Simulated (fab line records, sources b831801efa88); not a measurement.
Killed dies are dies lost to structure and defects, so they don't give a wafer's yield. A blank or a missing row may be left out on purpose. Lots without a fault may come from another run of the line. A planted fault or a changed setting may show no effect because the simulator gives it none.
fab line records | flow gf180mcu | part 2 of 2: steps 33 to 43 of 43
record lots=5 wafers=15 last_day=33
route steps=602 shown SAB@264 SALICIDE@278 CONTACT@287
lots that met no fault: from a run of the same line without faults
start_h: hours from the record's first day to the start of the lot's first wafer shown | wait_h: hours since the lot's step before | " the same as in the row above | L1.1+2: a row that stands for several wafers | - no value, or no start given | * or withheld: withheld | < > ~ a bound
route shown NAME@n: a module of which the file shows steps, and the number in the route of the first | usual: mean/standard deviation of fault-free wafers | same: alike in all rows | chamber/n: place in a boat | sites: the reading at each site | _std_site: their standard deviation | _edge_site: outer sites' mean less inner sites' | radius_mm: how far each site lies from the wafer's centre | mask NAME#n: copy n | behind: the tool/chamber that last shaped the wafer | hold: why the lot was held/for how many hours/how that ended | device: the transistor (n, p or np) that didn't switch | end of line: the same wafers' tests at the end of the route | a step without rows: its recipe alone | killed: dies lost to structure and defects at the first sort, not the wafer's yield | map: a wafer's dies, x killed, . not, _ none there
set.NAME: the setting as run; set.NAME@STEP: as run at that earlier step | model.NAME: the simulator's own value behind a step, which no gauge read
lots at some steps of the route; a table a step, a row a wafer
services: from which hour (start_h, from the record's first day; less than 0 if before it) a tool's chamber was out of use, for how many hours, and why
## steps
# step GF_CONTACT_COAT_09
# recipe resist=KrF spin_rpm=withheld resist_thk_nm=1000
# columns lot.wafer tool chamber start_h wait_h
L081.1+3+5 litho_track-01 0 - -
L083.2+3+5 litho_track-01 0 - -
L085.1+4+6 litho_track-04 0 - -
L086.1+4+6 litho_track-03 0 - -
L093.1+2+5 litho_track-01 0 - -
# step GF_CONTACT_SOFTBAKE_10
# recipe temp_c=130 time_s=60 resist=KrF
# same time_s=60
# columns lot.wafer tool chamber start_h wait_h
L081.1+3+5 litho_track-01 0 - -
L083.2+3+5 litho_track-01 0 - -
L085.1+4+6 litho_track-04 0 - -
L086.1+4+6 litho_track-03 0 - -
L093.1+2+5 litho_track-01 0 - -
# step GF_CONTACT_EXPOSE_11
# recipe mask_id=Contact target_cd_nm=220 na=0.68 source_shape=conventional sigma_outer=0.6 dose_mj=38
# columns lot.wafer tool chamber start_h wait_h mask
L081.1+3+5 krf_scanner-02 0 - - Contact#0
L083.2+3+5 krf_scanner-02 0 - - Contact#0
L085.1+4+6 krf_scanner-02 0 - - Contact#0
L086.1+4+6 krf_scanner-02 0 - - Contact#0
L093.1+2+5 krf_scanner-01 0 - - Contact#0
# step GF_CONTACT_PEB_12
# recipe peb_temp_c=135 peb_time_s=90 resist=KrF
# columns lot.wafer tool chamber start_h wait_h
L081.1+3+5 litho_track-03 0 - -
L083.2+3+5 litho_track-03 0 - -
L085.1+4+6 litho_track-04 0 - -
L086.1+4+6 litho_track-01 0 - -
L093.1+2+5 litho_track-03 0 - -
# step GF_CONTACT_DEVELOP_13
# recipe develop_time_s=60 resist=KrF dev_temp_c=21
# columns lot.wafer tool chamber start_h wait_h
L081.1+3+5 litho_track-03 0 421.09 0.2
L083.2+3+5 litho_track-03 0 443.36 0.2
L085.1+4+6 litho_track-04 0 458.07 0.2
L086.1+4+6 litho_track-01 0 469.89 0.2
L093.1+2+5 litho_track-03 0 528.49 0.2
# step GF_CONTACT_CD_MEAS_14
# recipe target_cd_nm=220
# usual cd_nm=220.0/1.6
# columns lot.wafer tool chamber start_h wait_h cd_nm
L081.1 cd_sem-02 - 421.24 0.1 219.5
L081.3 " - " " 218.4
L081.5 " - " " 220.0
L083.2 cd_sem-01 - 443.51 0.1 219.2
L083.3 " - " " 219.0
L083.5 " - " " 218.4
L085.1 cd_sem-02 - 458.22 0.1 218.1
L085.4 " - " " 219.6
L085.6 " - " " 219.6
L086.1 cd_sem-01 - 470.04 0.1 218.4
L086.4 " - " " 219.4
L086.6 " - " " 219.2
L093.1 cd_sem-01 - 528.64 0.1 218.7
L093.2 " - " " 220.8
L093.5 " - " " 220.0
# step GF_CONTACT_OVL_MEAS_15
# usual CONTACT_OVL=4/5.4
# columns lot.wafer tool chamber start_h wait_h CONTACT_OVL[nm]
L081.1 overlay-02 - 421.36 0.1 8
L081.3 " - " " 9
L081.5 " - " " 3
L083.2 overlay-02 - 443.61 0.1 10
L083.3 " - " " 11
L083.5 " - " " 8
L085.1 overlay-01 - 458.34 0.1 4
L085.4 " - " " 14
L085.6 " - " " 10
L086.1 overlay-02 - 470.16 0.1 10
L086.4 " - " " 5
L086.6 " - " " 0
L093.1 overlay-01 - 528.76 0.1 7
L093.2 " - " " 5
L093.5 " - " " 10
# step GF_CONTACT_ETCH_16
# recipe chemistry=N2/H2 target_depth_a=withheld overetch_a=withheld time_s=withheld target=BARC ion_energy_ev=200 source_w=500 bias_w=100 pressure_mtorr=30 n2_flow_sccm=100 h2_flow_sccm=200
# usual bias_w=100.0/0.32 drypump_motor_current_A=6.0/0.43 oes_product_au=0.854/0.005 throttle_valve_pct=13.225/0.0084
# columns lot.wafer tool chamber start_h wait_h bias_w drypump_motor_current_A oes_product_au throttle_valve_pct
L081.1 rie_diel-01 3 421.40 0.0 99.8 5.7 0.855 13.223
L081.3 " 0 " " 99.8 5.8 0.855 13.222
L081.5 " 0 " " 100.2 5.8 0.852 13.243
L083.2 rie_diel-02 0 443.64 0.0 99.9 5.5 0.850 13.213
L083.3 " 1 " " 100.3 5.8 0.854 13.233
L083.5 " 2 " " 99.1 6.3 0.853 13.214
L085.1 rie_diel-04 2 458.37 0.0 100.0 5.1 0.852 13.233
L085.4 " 3 " " 99.8 5.7 0.849 13.239
L085.6 " 1 " " 99.9 6.6 0.853 13.232
L086.1 rie_diel-04 1 470.20 0.0 100.4 6.6 0.858 13.235
L086.4 " 1 " " 100.1 6.6 0.853 13.213
L086.6 " 2 " " 99.9 5.1 0.854 13.223
L093.1 rie_diel-04 0 528.79 0.0 99.4 6.0 0.860 13.225
L093.2 " 1 " " 100.4 6.6 0.856 13.228
L093.5 " 0 " " 99.2 6.0 0.858 13.228
# step GF_CONTACT_ETCH_17
# recipe chemistry=C4F8/O2/Ar mask_material=KrF target=SiO2 stop_on=CoSi2 source_w=1500 bias_w=1200 pressure_mtorr=40 c4f8_flow_sccm=withheld O2_flow_sccm=6 Ar_flow_sccm=300 time_s=withheld target_depth_a=8600
# usual bias_w=1200/3.3 oes_product_au=0.815/0.0055
# columns lot.wafer tool chamber start_h wait_h bias_w oes_product_au
L081.1 rie_diel-01 3 - - 1199 0.817
L081.3 " 0 " " 1197 0.818
L081.5 " 0 " " 1196 0.811
L083.2 rie_diel-02 0 - - 1194 0.816
L083.3 " 1 " " 1199 0.818
L083.5 " 2 " " 1201 0.816
L085.1 rie_diel-04 2 - - 1203 0.816
L085.4 " 3 " " 1196 0.810
L085.6 " 1 " " 1201 0.814
L086.1 rie_diel-04 1 - - 1201 0.827
L086.4 " 1 " " 1204 0.819
L086.6 " 2 " " 1197 0.828
L093.1 rie_diel-04 0 - - 1199 0.814
L093.2 " 1 " " 1193 0.822
L093.5 " 0 " " 1204 0.820
# step GF_CONTACT_STRIP_18
# recipe chemistry=O2/N2 power_w=1400 pressure_mtorr=1500 platen_temp_c=250 o2_flow_sccm=3000 n2_flow_sccm=300 overash_fraction=0.5
# usual drypump_motor_current_A=5.6/0.65 heater_power_w=339/34 oes_product_au=0.580/0.0055
# columns lot.wafer tool chamber start_h wait_h drypump_motor_current_A heater_power_w oes_product_au rf_hours_counter_h
L081.1 plasma_asher-02 0 421.56 - 6.0 346 0.582 73
L081.3 " 1 " " 5.2 320 0.580 -
L081.5 " 1 " " 5.2 328 0.578 -
L083.2 plasma_asher-03 1 443.81 - 4.8 293 0.582 35
L083.3 " 0 " " 6.1 377 0.580 -
L083.5 " 0 " " 6.1 378 0.582 -
L085.1 plasma_asher-02 0 458.54 - 6.0 347 0.574 77
L085.4 " 0 " " 6.0 339 0.584 -
L085.6 " 1 " " 5.2 333 0.574 -
L086.1 plasma_asher-02 1 470.36 - 5.2 330 0.576 78
L086.4 " 0 " " 5.9 347 0.581 -
L086.6 " 0 " " 5.9 345 0.588 -
L093.1 plasma_asher-01 1 528.96 - 6.6 378 0.584 10
L093.2 " 0 " " 5.3 331 0.579 10
L093.5 " 0 " " 5.3 327 0.576 -
# step GF_CONTACT_CLEAN_19
# recipe chemistry=SPM
# columns lot.wafer tool chamber start_h wait_h
L081.1+3+5 wet_bench-02 3 421.66 0.1
L083.2+3+5 wet_bench-01 1 443.91 0.1
L085.1+4+6 wet_bench-02 2 458.64 0.1
L086.1+4+6 wet_bench-01 3 470.46 0.1
L093.1+2+5 wet_bench-01 1 529.06 0.1
## services
# columns tool chamber start_h hours kind
iline_stepper-01 - 364.16 1.7 pm
pecvd-03 - 368.88 14.0 pm
pvd_sputter-04 - 370.28 3.8 repair
hdpcvd-01 - 371.69 2.8 pm
plasma_asher-02 - 374.90 7.9 repair
wet_bench-03 - 375.92 1.9 pm
rie_diel-02 - 380.26 0.2 repair
krf_scanner-02 - 399.29 0.8 pm
krf_scanner-02 - 405.36 4.0 pm
hdpcvd-01 - 414.17 1.1 repair
krf_scanner-02 - 418.92 1.3 pm
plasma_asher-01 - 421.25 9.0 pm
cmp-01 - 442.92 4.0 pm
rtp_anneal-02 - 447.52 55.9 pm
hdpcvd-01 1 465.44 12.2 repair
pecvd-01 - 466.20 3.2 repair
rie_diel-04 0 467.08 14.3 repair
pvd_sputter-04 - 468.90 2.7 repair
rie_diel-02 1 472.76 2.5 repair
krf_scanner-02 - 491.02 3.6 pm
krf_scanner-02 - 494.58 0.8 pm
krf_scanner-02 - 498.16 1.0 pm
hdpcvd-01 - 509.59 0.8 repair
rie_diel-04 - 527.64 0.6 repair
